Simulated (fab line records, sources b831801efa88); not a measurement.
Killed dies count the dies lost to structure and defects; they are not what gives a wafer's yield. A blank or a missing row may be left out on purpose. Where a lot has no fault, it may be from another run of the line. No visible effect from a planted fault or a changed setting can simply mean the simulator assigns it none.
fab line records || flow gf180mcu || part 2 of 2: steps 29 to 36 of 36
[record] {"lots": 5, "wafers": 15, "lastDay": 33}
route steps=602 shown M1@330 V1@335 M2@362
lots that met no fault: taken from a fault-free run of the same line
startH: hours from the record's first day to the start of the lot's first wafer shown || waitH: hours elapsed since this lot's preceding step || " the same as in the row above || L1.1+2: a row that stands for several wafers || - no value present, or no start provided || * or withheld: withheld || < > ~ a bound
route shown NAME@n: a module of which the file shows steps, and the number in the route of the first || usual: mean and standard deviation over wafers with no fault || same: alike in all rows || chamber/n: place in a boat || sites: the reading at each site || _std_site: the standard deviation of these || _edge_site: outer sites' mean less inner sites' || radiusMm: for every site, how far away it sits from the centre of the wafer || mask NAME#n: copy n || behind: tool/chamber where the wafer was last shaped || hold: why the lot went on hold/how many hours it stayed there/how the hold came to an end || device: transistor that didn't switch, given as n, p or np || end of line: at the end of the route, the tests of the same wafers || a step without rows: its recipe alone || killed: count of dies lost to structure and defects at first sort (not the wafer's yield) || map: a wafer's dies, x killed, . not, _ none there
set.NAME: the setting the step ran with; set.NAME@STEP: the setting that earlier step ran with || model.NAME: the simulator's own value behind a step, which no gauge read
lots seen at some steps along the route; tables by step, rows by wafer
services: from which hour (startH, from the record's first day; less than 0 if before it) a tool's chamber was out of use, for how many hours, and why
[[steps]]
[step GF_V1_CVD_23]
[recipe] {"material": "W", "targetThkNm": 350, "timeS": 105.05, "tempC": 400, "pressureTorr": 40}
[usual] {"heaterPowerOuterW": "547/36", "heaterPowerW": "886/71", "susceptorTempC": "399.99/0.22"}
{"lot.wafer": "L075.2", "tool": "cvdW-02", "chamber": 0, "startH": 421.98, "waitH": 0.0, "heaterPowerOuterW": 585, "heaterPowerW": 873, "susceptorTempC": 399.69}
{"lot.wafer": "L075.3", "tool": "cvdW-02", "chamber": 0, "startH": 421.98, "waitH": 0.0, "heaterPowerOuterW": 577, "heaterPowerW": 894, "susceptorTempC": 399.87}
{"lot.wafer": "L075.6", "tool": "cvdW-02", "chamber": 0, "startH": 421.98, "waitH": 0.0, "heaterPowerOuterW": 581, "heaterPowerW": 895, "susceptorTempC": 399.77}
{"lot.wafer": "L077.2", "tool": "cvdW-01", "chamber": 1, "startH": 439.85, "waitH": 0.0, "heaterPowerOuterW": 508, "heaterPowerW": 810, "susceptorTempC": 399.67}
{"lot.wafer": "L077.3", "tool": "cvdW-01", "chamber": 0, "startH": 439.85, "waitH": 0.0, "heaterPowerOuterW": 587, "heaterPowerW": 1001, "susceptorTempC": 399.81}
{"lot.wafer": "L077.4", "tool": "cvdW-01", "chamber": 1, "startH": 439.85, "waitH": 0.0, "heaterPowerOuterW": 507, "heaterPowerW": 792, "susceptorTempC": 399.36}
{"lot.wafer": "L082.1", "tool": "cvdW-01", "chamber": 0, "startH": 489.49, "waitH": 0.0, "heaterPowerOuterW": 562, "heaterPowerW": 977, "susceptorTempC": 399.94}
{"lot.wafer": "L082.2", "tool": "cvdW-01", "chamber": 1, "startH": 489.49, "waitH": 0.0, "heaterPowerOuterW": 499, "heaterPowerW": 795, "susceptorTempC": 399.77}
{"lot.wafer": "L082.5", "tool": "cvdW-01", "chamber": 1, "startH": 489.49, "waitH": 0.0, "heaterPowerOuterW": 505, "heaterPowerW": 822, "susceptorTempC": 400.08}
{"lot.wafer": "L087.2", "tool": "cvdW-02", "chamber": 0, "startH": 530.38, "waitH": 0.0, "heaterPowerOuterW": 582, "heaterPowerW": 885, "susceptorTempC": 400.05}
{"lot.wafer": "L087.4", "tool": "cvdW-02", "chamber": 0, "startH": 530.38, "waitH": 0.0, "heaterPowerOuterW": 581, "heaterPowerW": 904, "susceptorTempC": 399.81}
{"lot.wafer": "L087.5", "tool": "cvdW-02", "chamber": 0, "startH": 530.38, "waitH": 0.0, "heaterPowerOuterW": 590, "heaterPowerW": 873, "susceptorTempC": 400.26}
{"lot.wafer": "L093.3", "tool": "cvdW-01", "chamber": 1, "startH": 572.42, "waitH": 0.1, "heaterPowerOuterW": 506, "heaterPowerW": 793, "susceptorTempC": 399.91}
{"lot.wafer": "L093.4", "tool": "cvdW-01", "chamber": 0, "startH": 572.42, "waitH": 0.1, "heaterPowerOuterW": 586, "heaterPowerW": 981, "susceptorTempC": 400.23}
{"lot.wafer": "L093.5", "tool": "cvdW-01", "chamber": 1, "startH": 572.42, "waitH": 0.1, "heaterPowerOuterW": 505, "heaterPowerW": 828, "susceptorTempC": 399.57}
[step GF_V1_RS_MEAS_24]
[recipe] {"thkMeasGauge": "four-point-probe", "reads": "W_of_V1_CVD_23+TiN_of_V1_SPUTTER_22+Ti_of_V1_SPUTTER_21"}
[usual] {"V1_W_RS": "0.327/0.0036"}
{"lot.wafer": "L075.2", "tool": "filmMetro-03", "chamber": "-", "startH": 422.12, "waitH": 0.1, "V1_W_RS[ohm/sq]": 0.331}
{"lot.wafer": "L075.3", "tool": "filmMetro-03", "chamber": "-", "startH": 422.12, "waitH": 0.1, "V1_W_RS[ohm/sq]": 0.329}
{"lot.wafer": "L075.6", "tool": "filmMetro-03", "chamber": "-", "startH": 422.12, "waitH": 0.1, "V1_W_RS[ohm/sq]": 0.331}
{"lot.wafer": "L077.2", "tool": "filmMetro-03", "chamber": "-", "startH": 439.98, "waitH": 0.1, "V1_W_RS[ohm/sq]": 0.330}
{"lot.wafer": "L077.3", "tool": "filmMetro-03", "chamber": "-", "startH": 439.98, "waitH": 0.1, "V1_W_RS[ohm/sq]": 0.325}
{"lot.wafer": "L077.4", "tool": "filmMetro-03", "chamber": "-", "startH": 439.98, "waitH": 0.1, "V1_W_RS[ohm/sq]": 0.329}
{"lot.wafer": "L082.1", "tool": "filmMetro-02", "chamber": "-", "startH": 489.60, "waitH": 0.1, "V1_W_RS[ohm/sq]": 0.324}
{"lot.wafer": "L082.2", "tool": "filmMetro-02", "chamber": "-", "startH": 489.60, "waitH": 0.1, "V1_W_RS[ohm/sq]": 0.330}
{"lot.wafer": "L082.5", "tool": "filmMetro-02", "chamber": "-", "startH": 489.60, "waitH": 0.1, "V1_W_RS[ohm/sq]": 0.332}
{"lot.wafer": "L087.2", "tool": "filmMetro-03", "chamber": "-", "startH": 530.51, "waitH": 0.1, "V1_W_RS[ohm/sq]": 0.326}
{"lot.wafer": "L087.4", "tool": "filmMetro-03", "chamber": "-", "startH": 530.51, "waitH": 0.1, "V1_W_RS[ohm/sq]": 0.330}
{"lot.wafer": "L087.5", "tool": "filmMetro-03", "chamber": "-", "startH": 530.51, "waitH": 0.1, "V1_W_RS[ohm/sq]": 0.327}
{"lot.wafer": "L093.3", "tool": "filmMetro-01", "chamber": "-", "startH": 572.54, "waitH": 0.1, "V1_W_RS[ohm/sq]": 0.323}
{"lot.wafer": "L093.4", "tool": "filmMetro-01", "chamber": "-", "startH": 572.54, "waitH": 0.1, "V1_W_RS[ohm/sq]": 0.323}
{"lot.wafer": "L093.5", "tool": "filmMetro-01", "chamber": "-", "startH": 572.54, "waitH": 0.1, "V1_W_RS[ohm/sq]": 0.323}
[step GF_V1_THK_MEAS_25]
[recipe] {"thkMeasGauge": "xrf", "reads": "W_of_V1_CVD_23"}
[usual] {"V1_W_THK": "352/4.5"}
{"lot.wafer": "L075.2", "tool": "filmMetro-03", "chamber": "-", "startH": 422.23, "waitH": 0.1, "V1_W_THK[nm]": 345}
{"lot.wafer": "L075.3", "tool": "filmMetro-03", "chamber": "-", "startH": 422.23, "waitH": 0.1, "V1_W_THK[nm]": 350}
{"lot.wafer": "L075.6", "tool": "filmMetro-03", "chamber": "-", "startH": 422.23, "waitH": 0.1, "V1_W_THK[nm]": 347}
{"lot.wafer": "L077.2", "tool": "filmMetro-03", "chamber": "-", "startH": 440.09, "waitH": 0.1, "V1_W_THK[nm]": 347}
{"lot.wafer": "L077.3", "tool": "filmMetro-03", "chamber": "-", "startH": 440.09, "waitH": 0.1, "V1_W_THK[nm]": 352}
{"lot.wafer": "L077.4", "tool": "filmMetro-03", "chamber": "-", "startH": 440.09, "waitH": 0.1, "V1_W_THK[nm]": 348}
{"lot.wafer": "L082.1", "tool": "filmMetro-02", "chamber": "-", "startH": 489.72, "waitH": 0.1, "V1_W_THK[nm]": 356}
{"lot.wafer": "L082.2", "tool": "filmMetro-02", "chamber": "-", "startH": 489.72, "waitH": 0.1, "V1_W_THK[nm]": 352}
{"lot.wafer": "L082.5", "tool": "filmMetro-02", "chamber": "-", "startH": 489.72, "waitH": 0.1, "V1_W_THK[nm]": 348}
{"lot.wafer": "L087.2", "tool": "filmMetro-03", "chamber": "-", "startH": 530.62, "waitH": 0.1, "V1_W_THK[nm]": 350}
{"lot.wafer": "L087.4", "tool": "filmMetro-03", "chamber": "-", "startH": 530.62, "waitH": 0.1, "V1_W_THK[nm]": 344}
{"lot.wafer": "L087.5", "tool": "filmMetro-03", "chamber": "-", "startH": 530.62, "waitH": 0.1, "V1_W_THK[nm]": 348}
{"lot.wafer": "L093.3", "tool": "filmMetro-01", "chamber": "-", "startH": 572.64, "waitH": 0.1, "V1_W_THK[nm]": 357}
{"lot.wafer": "L093.4", "tool": "filmMetro-01", "chamber": "-", "startH": 572.64, "waitH": 0.1, "V1_W_THK[nm]": 354}
{"lot.wafer": "L093.5", "tool": "filmMetro-01", "chamber": "-", "startH": 572.64, "waitH": 0.1, "V1_W_THK[nm]": 356}
[step GF_V1_CMP_26]
[recipe] {"stopOn": "SiO2", "downForcePsi": 3.5, "platenRpm": 60, "tOverpolishS": 15, "targetThkNm": 0, "padVelocityMS": 0.94248}
[usual] {"motorCurrentA": "11.5/1", "overpolishRunS": "15.001/0.0086", "platenRpm": "60.01/0.037", "timeToEndpointS": "83/3.1"}
[same] {"tOverpolishS": 15}
{"lot.wafer": "L075.3", "tool": "cmp-01", "chamber": 3, "startH": 422.28, "waitH": 0.0, "motorCurrentA": 12.2, "overpolishRunS": 15.002, "platenRpm": 60.02, "timeToEndpointS": 83}
{"lot.wafer": "L075.2", "tool": "cmp-01", "chamber": 0, "startH": 422.28, "waitH": 0.0, "motorCurrentA": 9.9, "overpolishRunS": 14.997, "platenRpm": 59.99, "timeToEndpointS": 88}
{"lot.wafer": "L075.6", "tool": "cmp-01", "chamber": 0, "startH": 422.28, "waitH": 0.0, "motorCurrentA": 10.6, "overpolishRunS": 14.984, "platenRpm": 59.97, "timeToEndpointS": 87}
{"lot.wafer": "L077.4", "tool": "cmp-01", "chamber": 1, "startH": 440.14, "waitH": 0.0, "motorCurrentA": 10.7, "overpolishRunS": 15.007, "platenRpm": 60.04, "timeToEndpointS": 86}
{"lot.wafer": "L077.3", "tool": "cmp-01", "chamber": 3, "startH": 440.14, "waitH": 0.0, "motorCurrentA": 12.0, "overpolishRunS": 15.014, "platenRpm": 60.01, "timeToEndpointS": 87}
{"lot.wafer": "L077.2", "tool": "cmp-01", "chamber": 0, "startH": 440.14, "waitH": 0.0, "motorCurrentA": 10.3, "overpolishRunS": 15.004, "platenRpm": 59.96, "timeToEndpointS": 86}
{"lot.wafer": "L082.2", "tool": "cmp-01", "chamber": 0, "startH": 489.88, "waitH": 0.1, "motorCurrentA": 10.5, "overpolishRunS": 14.989, "platenRpm": 59.96, "timeToEndpointS": 84}
{"lot.wafer": "L082.1", "tool": "cmp-01", "chamber": 1, "startH": 489.88, "waitH": 0.1, "motorCurrentA": 10.3, "overpolishRunS": 14.979, "platenRpm": 59.98, "timeToEndpointS": 86}
{"lot.wafer": "L082.5", "tool": "cmp-01", "chamber": 3, "startH": 489.88, "waitH": 0.1, "motorCurrentA": 12.0, "overpolishRunS": 14.998, "platenRpm": 59.93, "timeToEndpointS": 82}
{"lot.wafer": "L087.4", "tool": "cmp-01", "chamber": 0, "startH": 530.67, "waitH": 0.0, "motorCurrentA": 10.0, "overpolishRunS": 14.995, "platenRpm": 59.98, "timeToEndpointS": 80}
{"lot.wafer": "L087.2", "tool": "cmp-01", "chamber": 1, "startH": 530.67, "waitH": 0.0, "motorCurrentA": 10.2, "overpolishRunS": 14.997, "platenRpm": 59.95, "timeToEndpointS": 80}
{"lot.wafer": "L087.5", "tool": "cmp-01", "chamber": 0, "startH": 530.67, "waitH": 0.0, "motorCurrentA": 10.2, "overpolishRunS": 15.010, "platenRpm": 59.98, "timeToEndpointS": 80}
{"lot.wafer": "L093.3", "tool": "cmp-01", "chamber": 3, "startH": 572.83, "waitH": 0.2, "motorCurrentA": 12.3, "overpolishRunS": 15.002, "platenRpm": 60.01, "timeToEndpointS": 81}
{"lot.wafer": "L093.4", "tool": "cmp-01", "chamber": 1, "startH": 572.83, "waitH": 0.2, "motorCurrentA": 10.5, "overpolishRunS": 15.004, "platenRpm": 60.01, "timeToEndpointS": 81}
{"lot.wafer": "L093.5", "tool": "cmp-01", "chamber": 0, "startH": 572.83, "waitH": 0.2, "motorCurrentA": 10.2, "overpolishRunS": 14.998, "platenRpm": 60.06, "timeToEndpointS": 83}
[step GF_M2_SPUTTER_00]
[recipe] {"material": "Ti", "targetThkNm": 37.5, "arrivingIonEnergyEv": 80, "substrateTempC": 200, "chamberPressurePa": 2, "powerW": 4000, "timeS": 150}
[usual] {"chamberPressurePa": "2.000/0.0035", "throttleValvePct": "30.3/1.4"}
{"lot.wafer": "L075.2", "tool": "pvdSputter-03", "chamber": "-", "startH": 422.58, "waitH": 0.2, "chamberPressurePa": 1.997, "throttleValvePct": 29.5}
{"lot.wafer": "L075.3", "tool": "pvdSputter-03", "chamber": "-", "startH": 422.58, "waitH": 0.2, "chamberPressurePa": 1.995, "throttleValvePct": 30.5}
{"lot.wafer": "L075.6", "tool": "pvdSputter-03", "chamber": "-", "startH": 422.58, "waitH": 0.2, "chamberPressurePa": 1.999, "throttleValvePct": 30.5}
{"lot.wafer": "L077.2", "tool": "pvdSputter-02", "chamber": "-", "startH": 440.44, "waitH": 0.1, "chamberPressurePa": 1.999, "throttleValvePct": 27.1}
{"lot.wafer": "L077.3", "tool": "pvdSputter-02", "chamber": "-", "startH": 440.44, "waitH": 0.1, "chamberPressurePa": 2.003, "throttleValvePct": 31.2}
{"lot.wafer": "L077.4", "tool": "pvdSputter-02", "chamber": "-", "startH": 440.44, "waitH": 0.1, "chamberPressurePa": 2.004, "throttleValvePct": 30.7}
{"lot.wafer": "L082.1", "tool": "pvdSputter-04", "chamber": "-", "startH": 490.08, "waitH": 0.1, "chamberPressurePa": 2.007, "throttleValvePct": 30.5}
{"lot.wafer": "L082.2", "tool": "pvdSputter-04", "chamber": "-", "startH": 490.08, "waitH": 0.1, "chamberPressurePa": 2.002, "throttleValvePct": 31.8}
{"lot.wafer": "L082.5", "tool": "pvdSputter-04", "chamber": "-", "startH": 490.08, "waitH": 0.1, "chamberPressurePa": 2.002, "throttleValvePct": 30.3}
{"lot.wafer": "L087.2", "tool": "pvdSputter-04", "chamber": "-", "startH": 530.97, "waitH": 0.2, "chamberPressurePa": 1.998, "throttleValvePct": 31.9}
{"lot.wafer": "L087.4", "tool": "pvdSputter-04", "chamber": "-", "startH": 530.97, "waitH": 0.2, "chamberPressurePa": 1.998, "throttleValvePct": 30.6}
{"lot.wafer": "L087.5", "tool": "pvdSputter-04", "chamber": "-", "startH": 530.97, "waitH": 0.2, "chamberPressurePa": 2.002, "throttleValvePct": 31.4}
{"lot.wafer": "L093.3", "tool": "pvdSputter-03", "chamber": "-", "startH": 573.13, "waitH": 0.2, "chamberPressurePa": 2.004, "throttleValvePct": 30.0}
{"lot.wafer": "L093.4", "tool": "pvdSputter-03", "chamber": "-", "startH": 573.13, "waitH": 0.2, "chamberPressurePa": 2.006, "throttleValvePct": 30.5}
{"lot.wafer": "L093.5", "tool": "pvdSputter-03", "chamber": "-", "startH": 573.13, "waitH": 0.2, "chamberPressurePa": 2.002, "throttleValvePct": 29.6}
[step GF_M2_SPUTTER_01]
[recipe] {"material": "TiN", "targetThkNm": 30, "powerW": 6500, "timeS": 25, "chamberPressurePa": 0.4}
[usual] {"chamberPressurePa": "0.4000/0.00083", "throttleValvePct": "30.3/1.4"}
{"lot.wafer": "L075.2", "tool": "pvdSputter-03", "chamber": "-", "startH": 422.68, "waitH": 0.1, "chamberPressurePa": 0.4003, "throttleValvePct": 29.9}
{"lot.wafer": "L075.3", "tool": "pvdSputter-03", "chamber": "-", "startH": 422.68, "waitH": 0.1, "chamberPressurePa": 0.4004, "throttleValvePct": 30.3}
{"lot.wafer": "L075.6", "tool": "pvdSputter-03", "chamber": "-", "startH": 422.68, "waitH": 0.1, "chamberPressurePa": 0.3999, "throttleValvePct": 30.6}
{"lot.wafer": "L077.2", "tool": "pvdSputter-02", "chamber": "-", "startH": 440.54, "waitH": 0.1, "chamberPressurePa": 0.3990, "throttleValvePct": 27.1}
{"lot.wafer": "L077.3", "tool": "pvdSputter-02", "chamber": "-", "startH": 440.54, "waitH": 0.1, "chamberPressurePa": 0.3984, "throttleValvePct": 31.1}
{"lot.wafer": "L077.4", "tool": "pvdSputter-02", "chamber": "-", "startH": 440.54, "waitH": 0.1, "chamberPressurePa": 0.4011, "throttleValvePct": 30.3}
{"lot.wafer": "L082.1", "tool": "pvdSputter-04", "chamber": "-", "startH": 490.18, "waitH": 0.1, "chamberPressurePa": 0.3992, "throttleValvePct": 30.1}
{"lot.wafer": "L082.2", "tool": "pvdSputter-04", "chamber": "-", "startH": 490.18, "waitH": 0.1, "chamberPressurePa": 0.3991, "throttleValvePct": 31.8}
{"lot.wafer": "L082.5", "tool": "pvdSputter-04", "chamber": "-", "startH": 490.18, "waitH": 0.1, "chamberPressurePa": 0.3995, "throttleValvePct": 30.5}
{"lot.wafer": "L087.2", "tool": "pvdSputter-04", "chamber": "-", "startH": 531.07, "waitH": 0.1, "chamberPressurePa": 0.4006, "throttleValvePct": 31.8}
{"lot.wafer": "L087.4", "tool": "pvdSputter-04", "chamber": "-", "startH": 531.07, "waitH": 0.1, "chamberPressurePa": 0.4002, "throttleValvePct": 30.4}
{"lot.wafer": "L087.5", "tool": "pvdSputter-04", "chamber": "-", "startH": 531.07, "waitH": 0.1, "chamberPressurePa": 0.4001, "throttleValvePct": 31.4}
{"lot.wafer": "L093.3", "tool": "pvdSputter-03", "chamber": "-", "startH": 573.23, "waitH": 0.1, "chamberPressurePa": 0.4002, "throttleValvePct": 30.1}
{"lot.wafer": "L093.4", "tool": "pvdSputter-03", "chamber": "-", "startH": 573.23, "waitH": 0.1, "chamberPressurePa": 0.3998, "throttleValvePct": 30.6}
{"lot.wafer": "L093.5", "tool": "pvdSputter-03", "chamber": "-", "startH": 573.23, "waitH": 0.1, "chamberPressurePa": 0.3999, "throttleValvePct": 29.7}
[step GF_M2_SPUTTER_02]
[recipe] {"material": "AlCu", "targetThkNm": 450, "powerW": 10600, "timeS": 23.9, "chamberPressurePa": 0.4}
[usual] {"chamberPressurePa": "0.4000/0.00074", "throttleValvePct": "30.3/1.5"}
{"lot.wafer": "L075.2", "tool": "pvdSputter-03", "chamber": "-", "startH": 422.71, "waitH": 0.0, "chamberPressurePa": 0.4013, "throttleValvePct": 29.7}
{"lot.wafer": "L075.3", "tool": "pvdSputter-03", "chamber": "-", "startH": 422.71, "waitH": 0.0, "chamberPressurePa": 0.4002, "throttleValvePct": 30.4}
{"lot.wafer": "L075.6", "tool": "pvdSputter-03", "chamber": "-", "startH": 422.71, "waitH": 0.0, "chamberPressurePa": 0.3989, "throttleValvePct": 30.6}
{"lot.wafer": "L077.2", "tool": "pvdSputter-02", "chamber": "-", "startH": 440.57, "waitH": 0.0, "chamberPressurePa": 0.4009, "throttleValvePct": 26.7}
{"lot.wafer": "L077.3", "tool": "pvdSputter-02", "chamber": "-", "startH": 440.57, "waitH": 0.0, "chamberPressurePa": 0.4000, "throttleValvePct": 31.0}
{"lot.wafer": "L077.4", "tool": "pvdSputter-02", "chamber": "-", "startH": 440.57, "waitH": 0.0, "chamberPressurePa": 0.4005, "throttleValvePct": 30.4}
{"lot.wafer": "L082.1", "tool": "pvdSputter-04", "chamber": "-", "startH": 490.21, "waitH": 0.0, "chamberPressurePa": 0.4003, "throttleValvePct": 30.5}
{"lot.wafer": "L082.2", "tool": "pvdSputter-04", "chamber": "-", "startH": 490.21, "waitH": 0.0, "chamberPressurePa": 0.3999, "throttleValvePct": 31.6}
{"lot.wafer": "L082.5", "tool": "pvdSputter-04", "chamber": "-", "startH": 490.21, "waitH": 0.0, "chamberPressurePa": 0.3991, "throttleValvePct": 30.4}
{"lot.wafer": "L087.2", "tool": "pvdSputter-04", "chamber": "-", "startH": 531.10, "waitH": 0.0, "chamberPressurePa": 0.4009, "throttleValvePct": 31.7}
{"lot.wafer": "L087.4", "tool": "pvdSputter-04", "chamber": "-", "startH": 531.10, "waitH": 0.0, "chamberPressurePa": 0.3997, "throttleValvePct": 30.5}
{"lot.wafer": "L087.5", "tool": "pvdSputter-04", "chamber": "-", "startH": 531.10, "waitH": 0.0, "chamberPressurePa": 0.4010, "throttleValvePct": 31.5}
{"lot.wafer": "L093.3", "tool": "pvdSputter-03", "chamber": "-", "startH": 573.26, "waitH": 0.0, "chamberPressurePa": 0.3998, "throttleValvePct": 30.2}
{"lot.wafer": "L093.4", "tool": "pvdSputter-03", "chamber": "-", "startH": 573.26, "waitH": 0.0, "chamberPressurePa": 0.4015, "throttleValvePct": 30.5}
{"lot.wafer": "L093.5", "tool": "pvdSputter-03", "chamber": "-", "startH": 573.26, "waitH": 0.0, "chamberPressurePa": 0.4002, "throttleValvePct": 29.6}
[step GF_M2_SPUTTER_03]
[recipe] {"material": "Ti", "targetThkNm": 10, "substrateTempC": 300, "chamberPressurePa": 0.3, "powerW": 3000, "timeS": 6.7}
[usual] {"chamberPressurePa": "0.3000/0.00056", "throttleValvePct": "30.3/1.5"}
{"lot.wafer": "L075.2", "tool": "pvdSputter-03", "chamber": "-", "startH": 422.74, "waitH": 0.0, "chamberPressurePa": 0.2994, "throttleValvePct": 29.8}
{"lot.wafer": "L075.3", "tool": "pvdSputter-03", "chamber": "-", "startH": 422.74, "waitH": 0.0, "chamberPressurePa": 0.3000, "throttleValvePct": 30.4}
{"lot.wafer": "L075.6", "tool": "pvdSputter-03", "chamber": "-", "startH": 422.74, "waitH": 0.0, "chamberPressurePa": 0.3002, "throttleValvePct": 30.5}
{"lot.wafer": "L077.2", "tool": "pvdSputter-02", "chamber": "-", "startH": 440.60, "waitH": 0.0, "chamberPressurePa": 0.2999, "throttleValvePct": 26.9}
{"lot.wafer": "L077.3", "tool": "pvdSputter-02", "chamber": "-", "startH": 440.60, "waitH": 0.0, "chamberPressurePa": 0.2995, "throttleValvePct": 31.5}
{"lot.wafer": "L077.4", "tool": "pvdSputter-02", "chamber": "-", "startH": 440.60, "waitH": 0.0, "chamberPressurePa": 0.2995, "throttleValvePct": 30.6}
{"lot.wafer": "L082.1", "tool": "pvdSputter-04", "chamber": "-", "startH": 490.24, "waitH": 0.0, "chamberPressurePa": 0.3001, "throttleValvePct": 30.6}
{"lot.wafer": "L082.2", "tool": "pvdSputter-04", "chamber": "-", "startH": 490.24, "waitH": 0.0, "chamberPressurePa": 0.3006, "throttleValvePct": 31.6}
{"lot.wafer": "L082.5", "tool": "pvdSputter-04", "chamber": "-", "startH": 490.24, "waitH": 0.0, "chamberPressurePa": 0.3007, "throttleValvePct": 30.6}
{"lot.wafer": "L087.2", "tool": "pvdSputter-04", "chamber": "-", "startH": 531.13, "waitH": 0.0, "chamberPressurePa": 0.2999, "throttleValvePct": 31.6}
{"lot.wafer": "L087.4", "tool": "pvdSputter-04", "chamber": "-", "startH": 531.13, "waitH": 0.0, "chamberPressurePa": 0.3007, "throttleValvePct": 30.2}
{"lot.wafer": "L087.5", "tool": "pvdSputter-04", "chamber": "-", "startH": 531.13, "waitH": 0.0, "chamberPressurePa": 0.2999, "throttleValvePct": 31.4}
{"lot.wafer": "L093.3", "tool": "pvdSputter-03", "chamber": "-", "startH": 573.29, "waitH": 0.0, "chamberPressurePa": 0.2998, "throttleValvePct": 30.2}
{"lot.wafer": "L093.4", "tool": "pvdSputter-03", "chamber": "-", "startH": 573.29, "waitH": 0.0, "chamberPressurePa": 0.3002, "throttleValvePct": 30.2}
{"lot.wafer": "L093.5", "tool": "pvdSputter-03", "chamber": "-", "startH": 573.29, "waitH": 0.0, "chamberPressurePa": 0.2998, "throttleValvePct": 29.8}
[[services]]
{"tool": "cmp-01", "chamber": "-", "startH": 373.11, "hours": 4.6, "kind": "repair"}
{"tool": "pvdSputter-04", "chamber": "-", "startH": 375.51, "hours": 8.7, "kind": "repair"}
{"tool": "pvdSputter-04", "chamber": "-", "startH": 378.87, "hours": 3.2, "kind": "repair"}
{"tool": "pvdSputter-03", "chamber": "-", "startH": 391.31, "hours": 3.3, "kind": "repair"}
{"tool": "cmp-01", "chamber": "-", "startH": 395.47, "hours": 5.5, "kind": "repair"}
{"tool": "rieDiel-04", "chamber": 1, "startH": 399.72, "hours": 4.8, "kind": "repair"}
{"tool": "cmp-01", "chamber": "-", "startH": 404.18, "hours": 4.0, "kind": "pm"}
{"tool": "cmp-01", "chamber": "-", "startH": 410.66, "hours": 2.5, "kind": "repair"}
{"tool": "rieDiel-01", "chamber": "-", "startH": 421.68, "hours": 0.5, "kind": "repair"}
{"tool": "pvdSputter-01", "chamber": "-", "startH": 422.17, "hours": 4.4, "kind": "repair"}
{"tool": "rieDiel-04", "chamber": 0, "startH": 423.67, "hours": 1.5, "kind": "repair"}
{"tool": "plasmaAsher-01", "chamber": "-", "startH": 424.66, "hours": 1.9, "kind": "repair"}
{"tool": "rieDiel-01", "chamber": "-", "startH": 449.80, "hours": 2.8, "kind": "pm"}
{"tool": "cmp-01", "chamber": "-", "startH": 451.12, "hours": 1.4, "kind": "repair"}
{"tool": "rieDiel-01", "chamber": 0, "startH": 460.64, "hours": 8.6, "kind": "repair"}
{"tool": "pvdSputter-02", "chamber": "-", "startH": 477.59, "hours": 2.3, "kind": "repair"}
{"tool": "pvdSputter-02", "chamber": "-", "startH": 488.66, "hours": 2.4, "kind": "repair"}
{"tool": "cmp-01", "chamber": "-", "startH": 491.79, "hours": 2.1, "kind": "repair"}
{"tool": "cmp-01", "chamber": "-", "startH": 500.02, "hours": 3.5, "kind": "pm"}
{"tool": "wetBench-04", "chamber": "-", "startH": 510.95, "hours": 0.5, "kind": "repair"}
{"tool": "pvdSputter-02", "chamber": "-", "startH": 522.56, "hours": 5.2, "kind": "repair"}
{"tool": "wetBench-04", "chamber": "-", "startH": 529.38, "hours": 8.7, "kind": "repair"}
{"tool": "pvdSputter-04", "chamber": "-", "startH": 541.07, "hours": 0.5, "kind": "repair"}
{"tool": "wetBench-02", "chamber": "-", "startH": 542.09, "hours": 3.9, "kind": "repair"}
